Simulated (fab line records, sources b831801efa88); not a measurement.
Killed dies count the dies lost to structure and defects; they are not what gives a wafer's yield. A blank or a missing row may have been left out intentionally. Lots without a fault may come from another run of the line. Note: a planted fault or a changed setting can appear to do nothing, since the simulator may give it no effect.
Matching of chambers | flow sky130 | SKY_VIA3_CMP_02 on cmp-02 has 4 sister chambers
The step polishes SiO2. 4 wafers are shown with their chamber, then 10 later ones without.

WAFERS PAIRED WITH THEIR CHAMBERS
wafer  | chamber | motor_current_A (A)
L583.6 | 2       | 13.1
L589.4 | 0       | 13.1
L588.2 | 3       | 12.6
L588.3 | 1       | 12.2

WAFERS MISSING THEIR CHAMBER
wafer  | motor_current_A (A)
L588.4 | 12.0
L592.3 | 12.3
L592.4 | 12.7
L592.6 | 12.4
L594.1 | 12.1
L594.2 | 13.3
L594.5 | 11.9
L595.1 | 13.1
L595.2 | 12.1
L595.4 | 12.3

WHICH CHAMBER EACH WENT THROUGH
wafer  | from the rows above          | in truth
L588.4 | 1                            | 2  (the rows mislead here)
L592.3 | can't be placed: 1 or 3      | 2
L592.4 | can't be placed: 3 or 0 or 2 | 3
L592.6 | can't be placed: 3 or 1      | 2
L594.1 | 1                            | 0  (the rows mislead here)
L594.2 | can't be placed: 0 or 2      | 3
L594.5 | 1                            | 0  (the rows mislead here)
L595.1 | can't be placed: 0 or 2      | 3
L595.2 | 1                            | 1
L595.4 | can't be placed: 1 or 3      | 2
Correct placement for 1 of the 10. From these rows, 6 cannot be placed; in 1 the true chamber is one of the candidates. Placed wrongly: 3.
How it was worked out, from the rows above alone: a wafer's distance from a chamber is the root of the sum, over the readings, of the square of ((its reading less the chamber's mean) divided by the reading's scatter). If the next closest chamber is less than 2 further off than the closest, the wafer can't be placed; otherwise it belongs to the closest. For every chamber, the mean is computed from those of its wafers that are shown. The scatter: root of mean squared gap, hidden wafer to nearest shown wafer, with one shown wafer a chamber.
